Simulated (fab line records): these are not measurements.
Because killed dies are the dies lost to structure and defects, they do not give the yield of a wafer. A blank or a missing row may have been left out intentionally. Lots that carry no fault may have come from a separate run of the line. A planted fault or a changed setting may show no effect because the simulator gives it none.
Chamber matching | flow gf180mcu | GF_PASSIVATION_CVD_00 on pecvd-03 has 3 sister chambers
The step deposits SiO2 from TEOS, target thk 1000 nm, time 111.95 s. 3 wafers are shown with their chamber, then 11 later ones without.

== EACH WAFER AND ITS CHAMBER ==
wafer  | chamber | heater power w (W)
L086.1 | 2       | 626
L086.3 | 0       | 644
L086.4 | 1       | 632

== WAFERS WITHOUT THEIR CHAMBER ==
wafer  | heater power w (W)
L086.5 | 681
L086.6 | 654
L090.1 | 705
L090.2 | 621
L090.3 | 662
L090.4 | 539
L090.5 | 668
L090.6 | 760
L096.3 | 669
L096.4 | 643
L096.6 | 673

== WHICH CHAMBER EACH ONE RAN IN ==
wafer  | from the rows above          | in truth
L086.5 | can't be placed: 0 or 1 or 2 | 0
L086.6 | can't be placed: 0 or 1 or 2 | 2
L090.1 | can't be placed: 0 or 1 or 2 | 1
L090.2 | can't be placed: 2 or 1 or 0 | 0
L090.3 | can't be placed: 0 or 1 or 2 | 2
L090.4 | can't be placed: 2 or 1 or 0 | 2
L090.5 | can't be placed: 0 or 1 or 2 | 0
L090.6 | can't be placed: 0 or 1 or 2 | 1
L096.3 | can't be placed: 0 or 1 or 2 | 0
L096.4 | can't be placed: 0 or 1 or 2 | 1
L096.6 | can't be placed: 0 or 1 or 2 | 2
Placed correctly: 0 of 11. Cannot be placed on the basis of these rows: 11; the candidates contain the true chamber in 11. 0 placed wrongly.
How it was worked out, from the rows above alone: a wafer's distance from a chamber is the root of the sum, over the readings, of the square of ((its reading less the chamber's mean) divided by the reading's scatter). The wafer belongs to the nearest chamber; if the next one is less than 2 further off, it can't be placed. For every chamber, the mean is computed from those of its wafers that are shown. The scatter: with one shown wafer a chamber, the root of the mean of the squares of how far each hidden wafer lies from its nearest shown one.
